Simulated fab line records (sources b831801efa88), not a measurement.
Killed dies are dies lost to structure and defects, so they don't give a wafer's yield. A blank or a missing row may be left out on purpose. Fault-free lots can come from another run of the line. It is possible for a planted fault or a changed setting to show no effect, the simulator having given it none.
fab line records	flow sky130	part 1 of 2: steps 1 to 33 of 46
record: lots: 5	wafers: 15	lastDay: 50
route steps=708 shown VT_ADJUST_HVTR@138 VT_ADJUST_PCH@143 SONOS_TUNNEL@154 SONOS_ONO@168
lots that met no fault: taken from a fault-free run of the same line
startH: hours from the record's opening day to when the first of the lot's shown wafers began	waitH: hours since the lot's step before	" repeats the value in the row above	L1.1+2: several wafers, shown together as one row	- no value, or no start was given	* or withheld: withheld	< > ~ a bound
route shown NAME@n: a module of which the file shows steps, and the number in the route of the first	usual: mean/standard deviation of fault-free wafers	same: alike in all rows	chamber/n: place in a boat	sites: per-site readings	_std_site: standard deviation of those values	_edge_site: inner sites' mean taken away from outer sites' mean	radiusMm: how far each site lies from the wafer's centre	mask NAME#n: copy n	behind: tool/chamber where the wafer was last shaped	hold: cause of the lot's hold/its duration in hours/its outcome	device: the n, p or np transistor that did not switch	end of line: tests run on the same wafers once the route is complete	a step given without rows: its recipe and nothing more	killed: the dies lost at the first sort to structure and to defects; this is not the yield of the wafer	map: dies across one wafer; x = killed, . = not, _ = none there
set.NAME: the setting the step ran with; set.NAME@STEP: the setting that earlier step ran with	model.NAME: the simulator's own value behind a step, which no gauge read
lots at selected steps of the route; one table per step, one row per wafer
services: the hour from which a tool's chamber was out of use, counted from the record's first day as startH (under 0 if before that day), plus the number of hours and why
== steps ==
step: SKY_VT_ADJUST_HVTR_CD_MEAS_07
recipe: targetCdNm: 380
usual: cdNm: 380/3.4
lot.wafer	tool	chamber	startH	waitH	cdNm
L085.4	cdSem-02	-	282.78	0.1	379
L085.5	"	-	"	"	378
L085.6	"	-	"	"	378
L086.1	cdSem-01	-	291.04	0.1	383
L086.2	"	-	"	"	384
L086.4	"	-	"	"	383
L087.1	cdSem-01	-	296.75	0.1	382
L087.4	"	-	"	"	382
L087.6	"	-	"	"	380
L090.1	cdSem-02	-	319.40	0.1	375
L090.4	"	-	"	"	376
L090.6	"	-	"	"	376
L096.1	cdSem-02	-	385.70	0.1	379
L096.2	"	-	"	"	380
L096.4	"	-	"	"	380
step: SKY_VT_ADJUST_HVTR_OVL_MEAS_08
usual: VT_ADJUST_HVTR_OVL: 1.1/1.5
lot.wafer	tool	chamber	startH	waitH	VT_ADJUST_HVTR_OVL[nm]
L085.4	overlay-01	-	282.86	0.1	1.4
L085.5	"	-	"	"	2.3
L085.6	"	-	"	"	0.4
L086.1	overlay-01	-	291.16	0.1	2.6
L086.2	"	-	"	"	0.4
L086.4	"	-	"	"	2.9
L087.1	overlay-02	-	296.87	0.1	-2.0
L087.4	"	-	"	"	-0.1
L087.6	"	-	"	"	-1.0
L090.1	overlay-01	-	319.52	0.1	0.8
L090.4	"	-	"	"	2.6
L090.6	"	-	"	"	1.4
L096.1	overlay-02	-	385.82	0.1	0.3
L096.2	"	-	"	"	-0.5
L096.4	"	-	"	"	-0.1
step: SKY_VT_ADJUST_HVTR_IMPLANT_09
recipe: species: B	energyKev: 10	doseCm2: 2.1e+12	tiltDeg: withheld
lot.wafer	tool	chamber	startH	waitH
L085.4+5+6	implanter-02	0	282.95	0.1
L086.1+2+4	implanter-01	0	291.20	0.0
L087.1+4+6	implanter-02	0	296.91	0.0
L090.1+4+6	implanter-02	0	319.56	0.0
L096.1+2+4	implanter-02	0	385.86	0.0
step: SKY_VT_ADJUST_HVTR_STRIP_10
recipe: chemistry: O2/N2	powerW: 1400	pressureMtorr: 1500	platenTempC: withheld	o2FlowSccm: 3000	n2FlowSccm: 300	overashFraction: 0.5
usual: drypumpMotorCurrentA: 5.89/0.22	oesProductAu: 0.716/0.0046	stripTimeToEndpointS: 14.21/0.036
lot.wafer	tool	chamber	startH	waitH	drypumpMotorCurrentA	oesProductAu	rfHoursCounterH	stripTimeToEndpointS
L085.4	plasmaAsher-04	1	283.06	0.1	5.90	0.711	-	14.26
L085.5	"	0	"	"	5.92	0.714	-	14.18
L085.6	"	1	"	"	5.92	0.716	-	14.17
L086.1	plasmaAsher-03	1	291.35	0.1	6.28	0.719	50	14.25
L086.2	"	0	"	"	5.61	0.713	50	14.24
L086.4	"	0	"	"	5.61	0.716	-	14.24
L087.1	plasmaAsher-03	1	297.06	0.1	6.26	0.709	50	14.16
L087.4	"	0	"	"	5.65	0.719	-	14.20
L087.6	"	0	"	"	5.61	0.718	-	14.17
L090.1	plasmaAsher-04	0	319.71	0.1	5.94	0.719	20	14.21
L090.4	"	1	"	"	5.89	0.718	-	14.22
L090.6	"	0	"	"	5.94	0.720	-	14.20
L096.1	plasmaAsher-04	0	386.01	0.1	5.90	0.717	26	14.20
L096.2	"	1	"	"	5.90	0.716	26	14.16
L096.4	"	1	"	"	5.92	0.719	-	14.22
step: SKY_VT_ADJUST_HVTR_TW_MEAS_11
usual: VT_ADJUST_HVTR_TW: 212.3/1.3
lot.wafer	tool	chamber	startH	waitH	VT_ADJUST_HVTR_TW
L085.4	filmMetro-01	-	283.16	0.1	211.7
L085.5	"	-	"	"	212.0
L085.6	"	-	"	"	210.9
L086.1	filmMetro-01	-	291.45	0.1	214.4
L086.2	"	-	"	"	212.3
L086.4	"	-	"	"	211.6
L087.1	filmMetro-02	-	297.16	0.1	211.9
L087.4	"	-	"	"	212.9
L087.6	"	-	"	"	213.1
L090.1	filmMetro-04	-	319.81	0.1	213.5
L090.4	"	-	"	"	213.8
L090.6	"	-	"	"	214.1
L096.1	filmMetro-04	-	386.11	0.1	213.6
L096.2	"	-	"	"	214.9
L096.4	"	-	"	"	214.2
step: SKY_VT_ADJUST_PCH_DEHYDRATE_00
recipe: tempC: 200	timeS: 60
lot.wafer	tool	chamber	startH	waitH
L085.4+5+6	lithoTrack-04	0	294.54	11.4
L086.1+2+4	lithoTrack-03	0	303.22	11.8
L087.1+4+6	lithoTrack-01	0	309.10	11.9
L090.1+4+6	lithoTrack-04	0	332.41	12.6
L096.1+2+4	lithoTrack-04	0	400.16	14.0
step: SKY_VT_ADJUST_PCH_HMDS_01
recipe: primeTimeS: 60	primeTempC: 120
lot.wafer	tool	chamber	startH	waitH
L085.4+5+6	lithoTrack-04	0	294.69	0.1
L086.1+2+4	lithoTrack-03	0	303.37	0.1
L087.1+4+6	lithoTrack-01	0	309.25	0.1
L090.1+4+6	lithoTrack-04	0	332.56	0.1
L096.1+2+4	lithoTrack-04	0	400.31	0.1
step: SKY_VT_ADJUST_PCH_COAT_02
recipe: spinRpm: 2000	resistThkNm: 3000
usual: spinSpeedRpm: 2000.0/1.4
lot.wafer	tool	chamber	startH	waitH	spinSpeedRpm
L085.4	lithoTrack-04	0	294.84	0.1	1999.8
L085.5	"	0	"	"	2002.4
L085.6	"	0	"	"	1999.3
L086.1	lithoTrack-03	0	303.52	0.1	1997.0
L086.2	"	0	"	"	1999.7
L086.4	"	0	"	"	2002.8
L087.1	lithoTrack-01	0	309.40	0.1	1999.9
L087.4	"	0	"	"	2000.9
L087.6	"	0	"	"	1999.9
L090.1	lithoTrack-04	0	332.71	0.1	1998.4
L090.4	"	0	"	"	1997.4
L090.6	"	0	"	"	1999.2
L096.1	lithoTrack-04	0	400.46	0.1	1999.5
L096.2	"	0	"	"	1997.4
L096.4	"	0	"	"	1998.6
step: SKY_VT_ADJUST_PCH_SOFTBAKE_03
recipe: tempC: 110	timeS: withheld
lot.wafer	tool	chamber	startH	waitH
L085.4+5+6	lithoTrack-04	0	295.01	0.1
L086.1+2+4	lithoTrack-03	0	303.67	0.1
L087.1+4+6	lithoTrack-01	0	309.55	0.1
L090.1+4+6	lithoTrack-04	0	332.86	0.1
L096.1+2+4	lithoTrack-04	0	400.61	0.1
step: SKY_VT_ADJUST_PCH_EXPOSE_04
recipe: maskId: NWM	na: 0.6	sourceShape: conventional	sigmaOuter: 0.6	polarization: unpolarized	targetCdNm: 840	doseMj: 255
lot.wafer	tool	chamber	startH	waitH	mask
L085.4+5+6	ilineStepper-02	0	-	-	NWM#0
L086.1+2+4	ilineStepper-01	0	-	-	NWM#0
L087.1+4+6	ilineStepper-02	0	-	-	NWM#0
L090.1+4+6	ilineStepper-01	0	-	-	NWM#0
L096.1+2+4	ilineStepper-01	0	-	-	NWM#0
step: SKY_VT_ADJUST_PCH_PEB_05
recipe: tempC: 115	timeS: withheld
lot.wafer	tool	chamber	startH	waitH
L085.4+5+6	lithoTrack-04	0	-	-
L086.1+2+4	lithoTrack-04	0	-	-
L087.1+4+6	lithoTrack-01	0	-	-
L090.1+4+6	lithoTrack-03	0	-	-
L096.1+2+4	lithoTrack-01	0	-	-
step: SKY_VT_ADJUST_PCH_DEVELOP_06
recipe: wallAngleDeg: 90	developer: TMAH	developTimeS: 60	devTempC: 23
lot.wafer	tool	chamber	startH	waitH
L085.4+5+6	lithoTrack-04	0	-	-
L086.1+2+4	lithoTrack-04	0	-	-
L087.1+4+6	lithoTrack-01	0	-	-
L090.1+4+6	lithoTrack-03	0	-	-
L096.1+2+4	lithoTrack-01	0	-	-
step: SKY_VT_ADJUST_PCH_OVL_MEAS_07
usual: VT_ADJUST_PCH_OVL: -0.8/1.7
lot.wafer	tool	chamber	startH	waitH	VT_ADJUST_PCH_OVL[nm]
L085.4	overlay-01	-	308.28	-	1.8
L085.5	"	-	"	"	1.1
L085.6	"	-	"	"	-1.1
L086.1	overlay-01	-	317.06	-	0.8
L086.2	"	-	"	"	1.9
L086.4	"	-	"	"	0.4
L087.1	overlay-02	-	322.30	-	-0.9
L087.4	"	-	"	"	-2.5
L087.6	"	-	"	"	-1.4
L090.1	overlay-01	-	346.57	-	-2.5
L090.4	"	-	"	"	-0.5
L090.6	"	-	"	"	-2.5
L096.1	overlay-02	-	415.75	-	0.1
L096.2	"	-	"	"	-1.2
L096.4	"	-	"	"	-1.0
step: SKY_VT_ADJUST_PCH_IMPLANT_08
recipe: species: B	energyKev: 10	doseCm2: 5e+11	tiltDeg: withheld
lot.wafer	tool	chamber	startH	waitH
L085.4+5+6	implanter-03	0	308.37	0.1
L086.1+2+4	implanter-03	0	317.10	0.0
L087.1+4+6	implanter-01	0	322.34	0.0
L090.1+4+6	implanter-04	0	346.61	0.0
L096.1+2+4	implanter-01	0	415.79	0.0
step: SKY_VT_ADJUST_PCH_STRIP_09
recipe: chemistry: O2/N2	powerW: 1400	pressureMtorr: 1500	platenTempC: withheld	o2FlowSccm: 3000	n2FlowSccm: 300	overashFraction: 0.5
usual: drypumpMotorCurrentA: 5.86/0.22	oesProductAu: 0.722/0.0046	stripTimeToEndpointS: 36.97/0.1
lot.wafer	tool	chamber	startH	waitH	drypumpMotorCurrentA	oesProductAu	rfHoursCounterH	stripTimeToEndpointS
L085.4	plasmaAsher-04	1	308.48	0.1	5.89	0.725	-	37.01
L085.5	"	1	"	"	5.91	0.716	-	37.08
L085.6	"	0	"	"	5.92	0.731	-	37.08
L086.1	plasmaAsher-01	1	317.25	0.1	5.75	0.718	63	36.93
L086.2	"	0	"	"	5.57	0.721	63	36.97
L086.4	"	0	"	"	5.64	0.721	-	36.92
L087.1	plasmaAsher-01	0	322.49	0.1	5.63	0.725	64	37.11
L087.4	"	1	"	"	5.77	0.725	-	37.03
L087.6	"	0	"	"	5.61	0.715	-	37.03
L090.1	plasmaAsher-03	1	346.76	0.1	6.27	0.727	55	37.10
L090.4	"	0	"	"	5.62	0.725	-	36.96
L090.6	"	0	"	"	5.64	0.721	-	36.92
L096.1	plasmaAsher-04	0	415.94	0.1	5.93	0.726	29	36.94
L096.2	"	1	"	"	5.93	0.718	29	36.88
L096.4	"	1	"	"	5.90	0.723	-	36.90
step: SKY_VT_ADJUST_PCH_TW_MEAS_10
usual: VT_ADJUST_PCH_TW: 143.6/0.6
lot.wafer	tool	chamber	startH	waitH	VT_ADJUST_PCH_TW
L085.4	filmMetro-03	-	308.58	0.1	142.3
L085.5	"	-	"	"	143.1
L085.6	"	-	"	"	142.8
L086.1	filmMetro-02	-	317.35	0.1	143.1
L086.2	"	-	"	"	142.6
L086.4	"	-	"	"	143.7
L087.1	filmMetro-01	-	322.59	0.1	144.2
L087.4	"	-	"	"	142.8
L087.6	"	-	"	"	144.8
L090.1	filmMetro-01	-	346.86	0.1	143.5
L090.4	"	-	"	"	143.2
L090.6	"	-	"	"	143.9
L096.1	filmMetro-01	-	416.04	0.1	143.5
L096.2	"	-	"	"	144.8
L096.4	"	-	"	"	143.2
step: SKY_SONOS_TUNNEL_DEHYDRATE_00
recipe: tempC: 200	timeS: 60
lot.wafer	tool	chamber	startH	waitH
L085.4+5+6	lithoTrack-02	0	320.72	12.1
L086.1+2+4	lithoTrack-01	0	330.20	12.8
L087.1+4+6	lithoTrack-04	0	335.71	13.1
L090.1+4+6	lithoTrack-02	0	360.04	13.2
L096.1+2+4	lithoTrack-01	0	430.20	14.2
step: SKY_SONOS_TUNNEL_HMDS_01
recipe: primeTimeS: 60	primeTempC: 120
lot.wafer	tool	chamber	startH	waitH
L085.4+5+6	lithoTrack-02	0	320.87	0.1
L086.1+2+4	lithoTrack-01	0	330.35	0.1
L087.1+4+6	lithoTrack-04	0	335.86	0.1
L090.1+4+6	lithoTrack-02	0	360.19	0.1
L096.1+2+4	lithoTrack-01	0	430.35	0.1
step: SKY_SONOS_TUNNEL_COAT_02
recipe: resist: NOVOLAK	spinRpm: 3000	resistThkNm: 1140
usual: spinSpeedRpm: 2999.7/1.8
lot.wafer	tool	chamber	startH	waitH	spinSpeedRpm
L085.4	lithoTrack-02	0	321.02	0.1	2997.6
L085.5	"	0	"	"	2999.0
L085.6	"	0	"	"	2998.9
L086.1	lithoTrack-01	0	330.50	0.1	3000.0
L086.2	"	0	"	"	3001.2
L086.4	"	0	"	"	3000.1
L087.1	lithoTrack-04	0	336.01	0.1	3000.6
L087.4	"	0	"	"	3001.4
L087.6	"	0	"	"	2999.9
L090.1	lithoTrack-02	0	360.34	0.1	3001.3
L090.4	"	0	"	"	2996.3
L090.6	"	0	"	"	2998.7
L096.1	lithoTrack-01	0	430.50	0.1	2997.7
L096.2	"	0	"	"	3001.3
L096.4	"	0	"	"	2998.1
step: SKY_SONOS_TUNNEL_SOFTBAKE_03
recipe: tempC: 90	timeS: 60	resist: NOVOLAK
lot.wafer	tool	chamber	startH	waitH
L085.4+5+6	lithoTrack-02	0	321.17	0.1
L086.1+2+4	lithoTrack-01	0	330.65	0.1
L087.1+4+6	lithoTrack-04	0	336.16	0.1
L090.1+4+6	lithoTrack-02	0	360.49	0.1
L096.1+2+4	lithoTrack-01	0	430.65	0.1
step: SKY_SONOS_TUNNEL_EXPOSE_04
recipe: maskId: TUNM	na: 0.6	sourceShape: conventional	sigmaOuter: 0.6	polarization: unpolarized	targetCdNm: 410	doseMj: 136
lot.wafer	tool	chamber	startH	waitH	mask
L085.4+5+6	ilineStepper-02	0	-	-	TUNM#0
L086.1+2+4	ilineStepper-02	0	-	-	TUNM#0
L087.1+4+6	ilineStepper-02	0	-	-	TUNM#0
L090.1+4+6	ilineStepper-02	0	-	-	TUNM#0
L096.1+2+4	ilineStepper-02	0	-	-	TUNM#0
step: SKY_SONOS_TUNNEL_PEB_05
recipe: tempC: withheld	timeS: *	resist: NOVOLAK
lot.wafer	tool	chamber	startH	waitH
L085.4+5+6	lithoTrack-02	0	-	-
L086.1+2+4	lithoTrack-02	0	-	-
L087.1+4+6	lithoTrack-01	0	-	-
L090.1+4+6	lithoTrack-02	0	-	-
L096.1+2+4	lithoTrack-01	0	-	-
step: SKY_SONOS_TUNNEL_DEVELOP_06
recipe: resist: NOVOLAK	developer: TMAH	developTimeS: 60	devTempC: 23
lot.wafer	tool	chamber	startH	waitH
L085.4+5+6	lithoTrack-02	0	334.37	0.1
L086.1+2+4	lithoTrack-02	0	343.94	0.1
L087.1+4+6	lithoTrack-01	0	349.20	0.1
L090.1+4+6	lithoTrack-02	0	374.29	0.1
L096.1+2+4	lithoTrack-01	0	445.80	0.1
step: SKY_SONOS_TUNNEL_CD_MEAS_07
recipe: targetCdNm: 410
usual: cdNm: 410.5/2.7
lot.wafer	tool	chamber	startH	waitH	cdNm
L085.4	cdSem-02	-	334.50	0.1	408.7
L085.5	"	-	"	"	410.9
L085.6	"	-	"	"	408.5
L086.1	cdSem-01	-	344.09	0.1	408.9
L086.2	"	-	"	"	409.0
L086.4	"	-	"	"	406.4
L087.1	cdSem-01	-	349.35	0.1	412.7
L087.4	"	-	"	"	411.8
L087.6	"	-	"	"	413.3
L090.1	cdSem-01	-	374.44	0.1	413.1
L090.4	"	-	"	"	413.9
L090.6	"	-	"	"	414.1
L096.1	cdSem-02	-	445.95	0.1	413.2
L096.2	"	-	"	"	414.6
L096.4	"	-	"	"	415.6
step: SKY_SONOS_TUNNEL_OVL_MEAS_08
usual: SONOS_TUNNEL_OVL: -1.0/1.4
lot.wafer	tool	chamber	startH	waitH	SONOS_TUNNEL_OVL[nm]
L085.4	overlay-02	-	334.58	0.1	-1.6
L085.5	"	-	"	"	0.2
L085.6	"	-	"	"	-1.5
L086.1	overlay-01	-	344.21	0.1	-1.2
L086.2	"	-	"	"	-1.4
L086.4	"	-	"	"	-2.1
L087.1	overlay-01	-	349.47	0.1	-3.2
L087.4	"	-	"	"	-2.9
L087.6	"	-	"	"	-1.4
L090.1	overlay-01	-	374.56	0.1	1.9
L090.4	"	-	"	"	0.1
L090.6	"	-	"	"	1.1
L096.1	overlay-02	-	446.07	0.1	-1.7
L096.2	"	-	"	"	-1.7
L096.4	"	-	"	"	-3.6
step: SKY_SONOS_TUNNEL_IMPLANT_09
recipe: species: B	energyKev: 20	doseCm2: 1e+12	tiltDeg: withheld
lot.wafer	tool	chamber	startH	waitH
L085.4+5+6	implanter-04	0	334.67	0.1
L086.1+2+4	implanter-04	0	344.25	0.0
L087.1+4+6	implanter-04	0	349.51	0.0
L090.1+4+6	implanter-01	0	374.60	0.0
L096.1+2+4	implanter-01	0	446.11	0.0
step: SKY_SONOS_TUNNEL_WET_ETCH_10
recipe: chemistry: dHF	targetDepthNm: 14	target: SiO2	dilution: 100:1	tempC: 25	timeS: 280
lot.wafer	tool	chamber	startH	waitH
L085.4+5+6	wetBench-04	0	334.75	0.1
L086.1+2+4	wetBench-04	2	344.40	0.1
L087.1+4+6	wetBench-04	3	349.66	0.1
L090.1+4+6	wetBench-04	3	374.75	0.1
L096.1+2+4	wetBench-03	3	446.26	0.1
step: SKY_SONOS_TUNNEL_STRIP_11
recipe: chemistry: SPM	timeS: 600	tempC: 130
lot.wafer	tool	chamber	startH	waitH
L085.4+5+6	wetBench-02	1	334.84	0.0
L086.1+2+4	wetBench-03	2	344.49	0.0
L087.1+4+6	wetBench-03	1	349.75	0.0
L090.1+4+6	wetBench-03	3	374.84	0.0
L096.1+2+4	wetBench-04	3	446.34	0.0
step: SKY_SONOS_TUNNEL_TW_MEAS_12
usual: SONOS_TUNNEL_TW: 199.0/1
lot.wafer	tool	chamber	startH	waitH	SONOS_TUNNEL_TW
L085.4	filmMetro-04	-	335.05	0.0	198.3
L085.5	"	-	"	"	198.6
L085.6	"	-	"	"	199.4
L086.1	filmMetro-01	-	344.67	0.0	197.6
L086.2	"	-	"	"	198.1
L086.4	"	-	"	"	198.5
L087.1	filmMetro-04	-	349.92	0.0	201.0
L087.4	"	-	"	"	200.8
L087.6	"	-	"	"	201.7
L090.1	filmMetro-03	-	375.03	0.0	199.0
L090.4	"	-	"	"	199.1
L090.6	"	-	"	"	199.4
L096.1	filmMetro-01	-	446.52	0.0	199.8
L096.2	"	-	"	"	199.2
L096.4	"	-	"	"	199.3
step: SKY_SONOS_TUNNEL_CLEAN_13
recipe: chemistry: dHF	timeS: 20	dilution: 100:1	dry: ipaMarangoni
lot.wafer	tool	chamber	startH	waitH
L085.4+5+6	wetBench-03	3	335.08	0.0
L086.1+2+4	wetBench-04	1	344.73	0.1
L087.1+4+6	wetBench-04	1	349.98	0.1
L090.1+4+6	wetBench-04	1	375.09	0.1
L096.1+2+4	wetBench-02	2	446.58	0.1
step: SKY_SONOS_ONO_OXIDATION_00
recipe: tempC: 800	ambient: O2	idleTempC: 700	rampUpCPerMin: 10	rampDownCPerMin: 3	stabiliseS: 600	purgeS: 300	targetThkA: 26	oxTimeS: 1249
usual: zonePowerLowerPct: 14.39/0.19
lot.wafer	tool	chamber	startH	waitH	zonePowerLowerPct
L085.4	furnace-01	0	337.99	2.9	14.27
L085.5	"	0	"	"	14.20
L085.6	"	0	"	"	14.14
L086.1	furnace-02	0	344.79	0.0	14.49
L086.2	"	0	"	"	14.43
L086.4	"	0	"	"	14.33
L087.1	furnace-01	0	350.00	0.0	14.38
L087.4	"	0	"	"	14.30
L087.6	"	0	"	"	14.22
L090.1	furnace-01	0	375.14	0.0	14.10
L090.4	"	0	"	"	14.56
L090.6	"	0	"	"	14.27
L096.1	furnace-02	0	446.84	0.2	14.28
L096.2	"	0	"	"	14.59
L096.4	"	0	"	"	14.61
step: SKY_SONOS_ONO_THK_MEAS_01
recipe: reads: SiO2_of_SONOS_ONO_OXIDATION_00
usual: SONOS_ONO_OXIDATION_THK: 2.60/0.063
lot.wafer	tool	chamber	startH	waitH	SONOS_ONO_OXIDATION_THK[nm]
L085.4	filmMetro-02	-	339.37	0.0	2.51
L085.5	"	-	"	"	2.59
L085.6	"	-	"	"	2.57
L086.1	filmMetro-02	-	346.14	0.0	2.49
L086.2	"	-	"	"	2.43
L086.4	"	-	"	"	2.51
L087.1	filmMetro-03	-	351.35	0.0	2.58
L087.4	"	-	"	"	2.59
L087.6	"	-	"	"	2.62
L090.1	filmMetro-03	-	376.49	0.0	2.64
L090.4	"	-	"	"	2.62
L090.6	"	-	"	"	2.61
L096.1	filmMetro-04	-	448.18	0.0	2.60
L096.2	"	-	"	"	2.66
L096.4	"	-	"	"	2.73
step: SKY_SONOS_ONO_CVD_02
recipe: material: Si3N4	precursor: DCS/NH3	targetThkNm: 10.5	tempC: 770	timeS: 180	pressureMtorr: 250
usual: zonePowerLowerPct: 13.7/1.3
lot.wafer	tool	chamber	startH	waitH	zonePowerLowerPct
L085.4	lpcvd-02	1	339.40	0.0	12.5
L085.5	"	1	"	"	12.5
L085.6	"	1	"	"	12.5
L086.1	lpcvd-02	1	346.20	0.1	12.5
L086.2	"	1	"	"	12.5
L086.4	"	1	"	"	12.5
L087.1	lpcvd-02	1	351.41	0.1	12.5
L087.4	"	1	"	"	12.6
L087.6	"	1	"	"	12.4
L090.1	lpcvd-02	1	376.55	0.1	12.7
L090.4	"	1	"	"	12.5
L090.6	"	1	"	"	12.4
L096.1	lpcvd-02	0	448.24	0.1	14.9
L096.2	"	0	"	"	15.1
L096.4	"	0	"	"	14.7
